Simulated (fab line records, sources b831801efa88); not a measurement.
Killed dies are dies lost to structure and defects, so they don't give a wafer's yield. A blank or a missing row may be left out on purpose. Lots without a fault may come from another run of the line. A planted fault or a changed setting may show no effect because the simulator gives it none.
fab line records | flow gf180mcu
record lots=12 wafers=36 last_day=34
route steps=602 shown M4@459 V4@477
lots that met no fault: from a run of the same line without faults
start_h: hours from the record's first day to the start of the lot's first wafer shown | wait_h: hours since the lot's step before | " the same as in the row above | L1.1+2: a row that stands for several wafers | - no value, or no start given | * or withheld: withheld | < > ~ a bound
route shown NAME@n: a module of which the file shows steps, and the number in the route of the first | usual: mean/standard deviation of fault-free wafers | same: alike in all rows | chamber/n: place in a boat | sites: the reading at each site | _std_site: their standard deviation | _edge_site: outer sites' mean less inner sites' | radius_mm: how far each site lies from the wafer's centre | mask NAME#n: copy n | behind: the tool/chamber that last shaped the wafer | hold: why the lot was held/for how many hours/how that ended | device: the transistor (n, p or np) that didn't switch | end of line: the same wafers' tests at the end of the route | a step without rows: its recipe alone | killed: dies lost to structure and defects at the first sort, not the wafer's yield | map: a wafer's dies, x killed, . not, _ none there
set.NAME: the setting as run; set.NAME@STEP: as run at that earlier step | model.NAME: the simulator's own value behind a step, which no gauge read
steps of the route over a sample of lots; a table a step, a row a wafer
services: from which hour (start_h, from the record's first day; less than 0 if before it) a tool's chamber was out of use, for how many hours, and why
## steps
# step GF_M4_SPUTTER_03
# recipe material=Ti target_thk_nm=10 substrate_temp_c=300 chamber_pressure_pa=0.3 power_w=3000 time_s=6.7
# usual throttle_valve_pct=29.2/0.75
# columns lot.wafer tool chamber start_h wait_h throttle_valve_pct
L445.2 pvd_sputter-02 - 529.31 0.0 28.1
L445.4 " - " " 28.5
L445.6 " - " " 29.0
L446.1 pvd_sputter-03 - 541.66 0.0 30.0
L446.3 " - " " 29.1
L446.4 " - " " 28.2
L447.3 pvd_sputter-03 - 543.86 0.0 29.9
L447.5 " - " " 30.1
L447.6 " - " " 30.0
L451.1 pvd_sputter-02 - 582.08 0.0 29.9
L451.2 " - " " 29.3
L451.3 " - " " 28.1
L453.1 pvd_sputter-03 - 588.74 0.0 30.1
L453.3 " - " " 29.0
L453.4 " - " " 28.1
L460.1 pvd_sputter-03 - 648.98 0.0 30.1
L460.2 " - " " 28.2
L460.6 " - " " 30.1
L461.3 pvd_sputter-04 - 651.60 0.0 29.4
L461.4 " - " " 30.2
L461.6 " - " " 30.2
L462.3 pvd_sputter-02 - 655.60 0.0 29.9
L462.4 " - " " 29.2
L462.5 " - " " 29.8
L463.3 pvd_sputter-02 - 663.61 0.0 28.2
L463.5 " - " " 29.7
L463.6 " - " " 29.5
L464.2 pvd_sputter-03 - 672.77 0.0 28.2
L464.3 " - " " 29.0
L464.5 " - " " 30.0
L466.1 pvd_sputter-04 - 680.90 0.0 28.4
L466.3 " - " " 30.0
L466.4 " - " " 31.1
L467.3 pvd_sputter-04 - 685.43 0.0 29.7
L467.5 " - " " 28.4
L467.6 " - " " 29.4
# step GF_M4_SPUTTER_04
# recipe material=TiN target_thk_nm=50 power_w=6500 time_s=41.7 chamber_pressure_pa=0.4
# usual throttle_valve_pct=29.2/0.77
# columns lot.wafer tool chamber start_h wait_h throttle_valve_pct
L445.2 pvd_sputter-02 - 529.33 0.0 28.3
L445.4 " - " " 28.2
L445.6 " - " " 29.0
L446.1 pvd_sputter-03 - 541.68 0.0 30.0
L446.3 " - " " 28.9
L446.4 " - " " 27.9
L447.3 pvd_sputter-03 - 543.88 0.0 29.9
L447.5 " - " " 30.1
L447.6 " - " " 30.0
L451.1 pvd_sputter-02 - 582.10 0.0 29.9
L451.2 " - " " 29.0
L451.3 " - " " 28.7
L453.1 pvd_sputter-03 - 588.76 0.0 29.9
L453.3 " - " " 28.8
L453.4 " - " " 28.1
L460.1 pvd_sputter-03 - 649.00 0.0 30.1
L460.2 " - " " 27.9
L460.6 " - " " 29.8
L461.3 pvd_sputter-04 - 651.62 0.0 29.2
L461.4 " - " " 30.1
L461.6 " - " " 29.8
L462.3 pvd_sputter-02 - 655.62 0.0 29.9
L462.4 " - " " 29.2
L462.5 " - " " 29.9
L463.3 pvd_sputter-02 - 663.63 0.0 28.2
L463.5 " - " " 29.6
L463.6 " - " " 29.2
L464.2 pvd_sputter-03 - 672.79 0.0 28.1
L464.3 " - " " 28.8
L464.5 " - " " 30.2
L466.1 pvd_sputter-04 - 680.93 0.0 28.5
L466.3 " - " " 29.8
L466.4 " - " " 31.5
L467.3 pvd_sputter-04 - 685.45 0.0 29.4
L467.5 " - " " 28.4
L467.6 " - " " 29.5
# step GF_M4_COAT_09
# recipe resist=KrF spin_rpm=withheld resist_thk_nm=1000
# columns lot.wafer tool chamber start_h wait_h
L445.2+4+6 litho_track-04 0 540.42 0.1
L446.1+3+4 litho_track-02 0 552.28 0.1
L447.3+5+6 litho_track-04 0 555.19 0.1
L451.1+2+3 litho_track-04 0 591.44 0.1
L453.1+3+4 litho_track-04 0 599.19 0.1
L460.1+2+6 litho_track-02 0 658.28 0.1
L461.3+4+6 litho_track-02 0 660.78 0.1
L462.3+4+5 litho_track-04 0 664.74 0.1
L463.3+5+6 litho_track-04 0 672.99 0.1
L464.2+3+5 litho_track-04 0 681.76 0.1
L466.1+3+4 litho_track-01 0 690.36 0.1
L467.3+5+6 litho_track-04 0 694.79 0.1
# step GF_M4_CD_MEAS_14
# recipe target_cd_nm=280
# usual cd_nm=280.0/1.2
# columns lot.wafer tool chamber start_h wait_h cd_nm
L445.2 cd_sem-01 - 551.70 0.1 279.0
L445.4 " - " " 280.1
L445.6 " - " " 279.9
L446.1 cd_sem-01 - 563.49 0.1 280.4
L446.3 " - " " 281.2
L446.4 " - " " 279.0
L447.3 cd_sem-02 - 565.94 0.1 280.6
L447.5 " - " " 280.4
L447.6 " - " " 280.8
L451.1 cd_sem-02 - 602.51 0.1 269.2
L451.2 " - " " 268.6
L451.3 " - " " 269.1
L453.1 cd_sem-02 - 609.76 0.1 270.2
L453.3 " - " " 270.1
L453.4 " - " " 270.0
L460.1 cd_sem-02 - 668.04 0.1 279.5
L460.2 " - " " 281.1
L460.6 " - " " 280.1
L461.3 cd_sem-01 - 670.78 0.1 280.3
L461.4 " - " " 280.8
L461.6 " - " " 280.0
L462.3 cd_sem-01 - 674.73 0.1 279.7
L462.4 " - " " 279.2
L462.5 " - " " 280.0
L463.3 cd_sem-01 - 682.43 0.1 280.4
L463.5 " - " " 278.6
L463.6 " - " " 279.3
L464.2 cd_sem-01 - 691.90 0.1 279.6
L464.3 " - " " 280.7
L464.5 " - " " 278.7
L466.1 cd_sem-02 - 699.91 0.1 280.6
L466.3 " - " " 280.2
L466.4 " - " " 280.6
L467.3 cd_sem-01 - 704.08 0.1 278.3
L467.5 " - " " 278.2
L467.6 " - " " 279.5
# step GF_M4_STRIP_17
# recipe chemistry=O2/N2 power_w=1400 pressure_mtorr=1500 platen_temp_c=250 o2_flow_sccm=3000 n2_flow_sccm=300 overash_fraction=0.5
# usual drypump_motor_current_A=5.7/0.5 heater_power_w=325/37 oes_product_au=0.556/0.005 strip_time_to_endpoint_s=7.86/0.036
# columns lot.wafer tool chamber start_h wait_h drypump_motor_current_A heater_power_w oes_product_au rf_hours_counter_h strip_time_to_endpoint_s
L445.2 plasma_asher-04 0 551.95 0.1 5.9 282 0.559 88 7.83
L445.4 " 1 " " 5.2 277 0.554 - 7.85
L445.6 " 0 " " 5.9 286 0.557 - 7.87
L446.1 plasma_asher-04 1 563.76 0.1 5.2 284 0.548 89 7.79
L446.3 " 0 " " 5.9 290 0.554 - 7.85
L446.4 " 1 " " 5.2 279 0.561 - 7.79
L447.3 plasma_asher-03 1 566.20 0.1 6.0 387 0.559 - 7.90
L447.5 " 0 " " 5.6 341 0.562 - 7.91
L447.6 " 1 " " 6.0 389 0.548 - 7.87
L451.1 plasma_asher-01 0 602.78 0.1 6.6 322 0.473 83 5.63
L451.2 " 1 " " 5.1 330 0.468 83 5.66
L451.3 " 1 " " 5.1 324 0.471 - 5.64
L453.1 plasma_asher-03 1 610.03 0.1 6.0 382 0.459 20 5.66
L453.3 " 0 " " 5.6 341 0.470 - 5.67
L453.4 " 1 " " 6.0 384 0.465 - 5.70
L460.1 plasma_asher-01 1 668.31 0.1 5.1 320 0.563 91 7.88
L460.2 " 0 " " 6.6 326 0.555 91 7.91
L460.6 " 0 " " 6.6 331 0.559 - 7.84
L461.3 plasma_asher-04 0 671.04 0.1 5.8 281 0.553 - 7.81
L461.4 " 1 " " 5.2 285 0.557 - 7.85
L461.6 " 0 " " 5.9 290 0.552 - 7.87
L462.3 plasma_asher-03 1 674.99 0.1 6.0 394 0.558 - 7.91
L462.4 " 0 " " 5.6 349 0.553 - 7.86
L462.5 " 1 " " 6.0 384 0.556 - 7.88
L463.3 plasma_asher-01 0 682.69 0.1 6.6 328 0.560 - 7.81
L463.5 " 1 " " 5.1 322 0.552 - 7.82
L463.6 " 0 " " 6.6 332 0.557 - 7.83
L464.2 plasma_asher-01 0 692.15 0.1 6.6 325 0.560 94 7.87
L464.3 " 0 " " 6.6 327 0.549 - 7.85
L464.5 " 1 " " 5.1 334 0.557 - 7.88
L466.1 plasma_asher-03 1 700.18 0.1 6.0 398 0.568 30 7.91
L466.3 " 1 " " 6.0 385 0.550 - 7.89
L466.4 " 0 " " 5.6 348 0.565 - 7.92
L467.3 plasma_asher-04 1 704.34 0.1 5.2 280 0.560 - 7.89
L467.5 " 0 " " 5.9 283 0.562 - 7.88
L467.6 " 1 " " 5.2 278 0.554 - 7.82
# step GF_V4_THK_MEAS_01
# recipe reads=SiO2_of_V4_CVD_00
# usual V4_CVD_00_THK=602/4.9
# columns lot.wafer tool chamber start_h wait_h V4_CVD_00_THK[nm]
L445.2 film_metro-02 - 552.57 0.0 602
L445.4 " - " " 604
L445.6 " - " " 604
L446.1 film_metro-01 - 564.36 0.0 601
L446.3 " - " " 600
L446.4 " - " " 598
L447.3 film_metro-02 - 566.80 0.1 604
L447.5 " - " " 601
L447.6 " - " " 605
L451.1 film_metro-04 - 603.39 0.0 599
L451.2 " - " " 600
L451.3 " - " " 606
L453.1 film_metro-04 - 610.67 0.0 601
L453.3 " - " " 600
L453.4 " - " " 598
L460.1 film_metro-04 - 669.02 0.0 609
L460.2 " - " " 601
L460.6 " - " " 608
L461.3 film_metro-02 - 671.66 0.1 608
L461.4 " - " " 601
L461.6 " - " " 602
L462.3 film_metro-04 - 675.67 0.1 599
L462.4 " - " " 597
L462.5 " - " " 585
L463.3 film_metro-01 - 683.29 0.1 603
L463.5 " - " " 599
L463.6 " - " " 604
L464.2 film_metro-02 - 692.77 0.0 602
L464.3 " - " " 606
L464.5 " - " " 600
L466.1 film_metro-04 - 700.81 0.0 597
L466.3 " - " " 603
L466.4 " - " " 603
L467.3 film_metro-04 - 704.96 0.1 593
L467.5 " - " " 594
L467.6 " - " " 600
## services
# columns tool chamber start_h hours kind
pvd_sputter-02 0 512.42 - consumable_replace:kit
pvd_sputter-02 0 512.42 18.0 scheduled_down
pvd_sputter-02 0 512.42 18.0 vent_cycle
pvd_sputter-04 - 523.45 3.9 repair
pvd_sputter-04 - 523.56 88.6 repair
pvd_sputter-02 - 526.69 1.0 repair
plasma_asher-04 - 552.88 0.7 repair
pvd_sputter-03 3 562.64 - consumable_replace:kit
pvd_sputter-03 3 562.64 18.0 scheduled_down
pvd_sputter-03 3 562.64 18.0 vent_cycle
plasma_asher-01 - 579.04 0.3 repair
pvd_sputter-02 3 628.98 - consumable_replace:kit
pvd_sputter-02 3 628.98 18.0 scheduled_down
pvd_sputter-02 3 628.98 18.0 vent_cycle
plasma_asher-03 - 650.47 2.5 repair
pvd_sputter-02 - 683.85 3.8 repair
pvd_sputter-04 3 694.63 - consumable_replace:kit
pvd_sputter-04 3 694.63 18.0 scheduled_down
pvd_sputter-04 3 694.63 18.0 vent_cycle
## key
first_sign step=GF_M4_CD_MEAS_14 reading=cd_nm direction=down sigmas=8.7 usual=280.0 struck=269.5
effect step=GF_M4_STRIP_17 reading=strip_time_to_endpoint_s direction=down sigmas=62 usual=* struck=*
met_at GF_M4_COAT_09
struck_lots L451,L453
not_acting_at GF_M4_SPUTTER_03,GF_M4_SPUTTER_04,GF_V4_THK_MEAS_01
onset_between 555.19 591.44
fault kind=process_parameter_drift tool=litho_track-04 chamber=- onset_h=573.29 steps=GF_M4_COAT_09 channel=resist_thk_nm offset=* shape=step end_h=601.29 acts_in=* stated=*
